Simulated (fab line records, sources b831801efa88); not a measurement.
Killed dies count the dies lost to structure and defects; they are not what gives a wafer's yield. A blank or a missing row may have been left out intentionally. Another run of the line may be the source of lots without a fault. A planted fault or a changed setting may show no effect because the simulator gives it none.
Code-filled problem report in 8D (eight disciplines) form | flow gf180mcu | the parts of the form that need people (team, actions taken, sign-off) are left out

== 1. WHAT WENT WRONG ==
Mean SAB_CVD_00_THK at GF_SAB_THK_MEAS_01: 46.1 nm over 3 wafers in 3 lots; fault-free wafers: 50.1 nm, standard deviation 0.6. That is -6.7 standard deviations from the usual mean.
First observed at day 20 21:35: wafer L497.3, on film metro-02. At this step, 41 wafers from 14 lots have a number in the record. Rule for "out" (also "out of limits"): further than 4 standard deviations from the usual mean. All remaining wafers that have a number are taken as sound.

== 2. WHAT IT IS, WHAT IT ISN'T ==
question                    | is                           | is not
which readings at this step | SAB_CVD_00_THK               | -
which lots                  | L497, L498, L499             | L479, L480, L482, L483, L484, L485, L486, L487, L488, L491, L502
which wafers of those lots  | L497.3, L498.5, L499.5       | L497.6, L498.4, L498.6, L499.1, L499.6
read on which gauges        | film metro-01, film metro-02 | film metro-03
when                        | from day 20 21:35            | up to then (31 sound wafers); but 7 sound wafers of L498, L499, L502 came after

== 3. WHAT RULES OUT EACH SUSPECT ==
Counting: a tool at a process step up to the reading stays a suspect if it ran every lot that is out. Sound lots after the first of them don't rule it out here, since some wafers of a struck lot are sound.
- the gauge at GF_SAB_THK_MEAS_01 is ruled out. The wafers that are out were read on 2 gauges (film metro-01, film metro-02).
- pecvd-04 at GF_SAB_CVD_00 (deposits SiO2 from TEOS, target thk 50 nm, time 4.9302 s): kept. Ran every lot that is out, first one L497 (day 20 21:32); last sound lot up to then L485 (day 16 09:23).
After counting, what remains is pecvd-04 at GF_SAB_CVD_00.

== 4. THE CAUSE (what the simulator had put in) ==
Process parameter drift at GF_SAB_CVD_00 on pecvd-04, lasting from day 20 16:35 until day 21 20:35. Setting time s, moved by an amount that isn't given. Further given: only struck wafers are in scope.
The count eliminated every tool but this one.

== 5. THE CHAIN OF EFFECTS, in route order ==
Each row: a reading whose mean over the struck wafers that have a number lies more than 3 standard deviations from the usual. Only readings whose record carries a usual standard deviation are examined. hours: median over the lots of the time between each lot's start at the first step of this table that gives one and its start at this step. sigmas: the change, counted in usual standard deviations.
hours | step                    | reading            | usual   | on struck wafers | change | sigmas
0     | GF_SAB_THK_MEAS_01      | SAB_CVD_00_THK     | 50.1 nm | 46.1             | -4.0   | -6.7
320   | GF_PASSIVATION_PROBE_99 | killed at contacts | 5.7     | 14.0             | +8.3   | +3.1
Process steps it contains:
- GF_PASSIVATION_PROBE_99
Later measuring or inspecting steps at which every struck wafer that the step has a row for has a number for every such reading, and none has moved that far: GF_SALICIDE_THK_MEAS_05.

== 6. WHAT WOULD HAVE CAUGHT IT SOONER ==
5 hours passed between the start of the fault at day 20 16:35 and the first reading out of limits at a measuring or inspecting step in this record, taken at day 20 21:35.
Tool readings at GF_SAB_CVD_00 with a usual standard deviation given in the record: none out on any struck wafer, hence no alarm at a limit of 4 standard deviations on them.
Lots out: 3; of these, L498, L499 started GF_SAB_CVD_00 on pecvd-04 after day 20 21:35. A hold on the tool at that time would have spared those 2.
